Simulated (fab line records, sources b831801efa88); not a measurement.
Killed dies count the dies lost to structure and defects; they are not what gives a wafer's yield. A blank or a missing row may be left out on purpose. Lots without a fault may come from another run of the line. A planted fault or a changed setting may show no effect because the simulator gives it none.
Which tool did it? + flow gf180mcu + 6 lots (18 wafers sampled), 1 step of a 602-step route

WHAT THE GAUGES READ, wafer by wafer
GF_STI_THK_MEAS_04.
| lot  | measured    | on           | STI_CVD_03_THK (nm) |
|------|-------------|--------------|---------------------|
| L431 | day 1 19:34 | filmMetro-02 | 201.9 202.1 200.8   |
| L434 | day 2 09:34 | filmMetro-01 | 204.0 204.0 205.0   |
| L437 | day 3 00:35 | filmMetro-04 | 205.2 206.5 205.2   |
| L439 | day 3 10:39 | filmMetro-04 | 204.8 206.4 205.0   |
| L441 | day 3 20:34 | filmMetro-01 | 202.0 203.3 204.1   |
| L445 | day 4 16:35 | filmMetro-02 | 203.2 202.2 201.5   |

WHAT TOOL EACH LOT RAN ON (gives the tool, then ch and the chambers of the sampled wafers, and finally the start)
The record shows no process step preceding these readings.

THE ANSWER, worked out from the rows above alone
Rule: the lots themselves supply what counts as usual. The widest of any qualifying gaps counts: lots, ordered by their means at a reading, are off when they make up no more than a third of the lots, leave a main group of 4 or more, and stand apart from it by 3 or more times the standard deviation of that group's means. A main group whose means are all the same, to the digits that the tables above print for the reading, isn't used. Also off: a lot with no number at a reading for which 4 or more lots have one. Where the step has rows for the other lots, those lots are counted as sound.
Across all readings shown, no lot is off: no conclusion can be drawn from this.

WHAT WAS PUT IN BY THE SIMULATOR
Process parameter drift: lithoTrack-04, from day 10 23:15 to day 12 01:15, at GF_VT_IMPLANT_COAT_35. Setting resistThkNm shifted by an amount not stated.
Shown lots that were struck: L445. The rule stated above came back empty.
